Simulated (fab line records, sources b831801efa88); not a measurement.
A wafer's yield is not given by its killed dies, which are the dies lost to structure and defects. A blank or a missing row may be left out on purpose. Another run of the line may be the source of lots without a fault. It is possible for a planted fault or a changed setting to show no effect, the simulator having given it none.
One fault through the eyes of 2 desks || flow gf180mcu || each desk holds nothing but its own numbers, with what lay behind them at the end

== METROLOGY DESK ==
Lot by lot, what the gauges showed, no matter which tool ran the lot: averages of those sampled wafers that carry a number. If a lot's mean is further than 4 standard deviations from the usual mean, the lot is out of limits and carries the mark OUT (the distance appears in the brackets).
Columns: A = HV_LDD_3_TW at GF_HV_LDD_TW_MEAS_38, usual 1429; B = SAB_CVD_00_THK at GF_SAB_THK_MEAS_01, usual 50.0 nm
{"lot": "L443", "first seen here": "day 11 17:43", "A": 1413, "B": 50.7}
{"lot": "L445", "first seen here": "day 12 12:09", "A": 1435, "B": 49.4}
{"lot": "L446", "first seen here": "day 12 18:41", "A": 1426, "B": 49.9}
{"lot": "L448", "first seen here": "day 13 13:10", "A": 1418, "B": 49.9}
{"lot": "L449", "first seen here": "day 13 15:23", "A": 1453, "B": 50.1}
{"lot": "L450", "first seen here": "day 14 07:23", "A": 1454, "B": 50.3}
{"lot": "L452", "first seen here": "day 15 01:10", "A": 1406, "B": "60.0 (+15) OUT"}
{"lot": "L453", "first seen here": "day 15 08:35", "A": 1408, "B": 50.4}
{"lot": "L454", "first seen here": "day 15 17:34", "A": 1455, "B": 50.6}
{"lot": "L456", "first seen here": "day 16 04:16", "A": 1420, "B": "55.6 (+8.2) OUT"}
{"lot": "L462", "first seen here": "day 18 06:40", "A": 1458, "B": 49.6}
{"lot": "L463", "first seen here": "day 18 20:48", "A": 1419, "B": 49.9}
{"lot": "L465", "first seen here": "day 19 08:26", "A": 1420, "B": 50.2}
This desk reports L452, L456 out of limits; the earliest was L452 at day 17 23:52 (SAB_CVD_00_THK at GF_SAB_THK_MEAS_01). In limits: L443, L445, L446, L448, L449, L450, L453, L454, L462, L463, L465.

== THE TOOL OWNER'S DESK: pecvd-03 ==
The tool's own readings at GF_SAB_CVD_00 (deposits SiO2 from TEOS, target thk 50 nm, time 4.9302 s): means of the sampled wafers that have a number, for each lot that ran on this tool. If a lot's mean is further than 4 standard deviations from the usual mean, the lot is out of limits and carries the mark OUT (the distance appears in the brackets).
Columns: A = heater power w at GF_SAB_CVD_00, usual 606 W
{"lot": "L448", "first seen here": "day 16 06:40", "A": 622}
{"lot": "L449", "first seen here": "day 16 11:17", "A": 664}
{"lot": "L450", "first seen here": "day 17 02:41", "A": 587}
{"lot": "L452", "first seen here": "day 17 23:50", "A": 588}
{"lot": "L456", "first seen here": "day 19 08:33", "A": 578}
{"lot": "L463", "first seen here": "day 22 00:29", "A": 631}
This desk's verdict: no lot among the 6 shows anything out of limits.

== TAKEN TOGETHER ==
On L452, L456, the metrology desk was in a position to raise an alarm at day 17 23:52.
Nothing out of limits was seen by the tool owner's desk.
The tool owner's desk has L452, L456 on record, within its limits.
Every lot named ran GF_SAB_CVD_00 on pecvd-03.

== WHAT WAS PUT IN BY THE SIMULATOR ==
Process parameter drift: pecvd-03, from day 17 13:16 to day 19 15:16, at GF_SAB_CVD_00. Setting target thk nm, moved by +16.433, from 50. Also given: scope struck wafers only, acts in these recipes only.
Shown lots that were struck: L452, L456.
Hours from the fault's start to each desk's first reading out of limits: the metrology desk, 11.
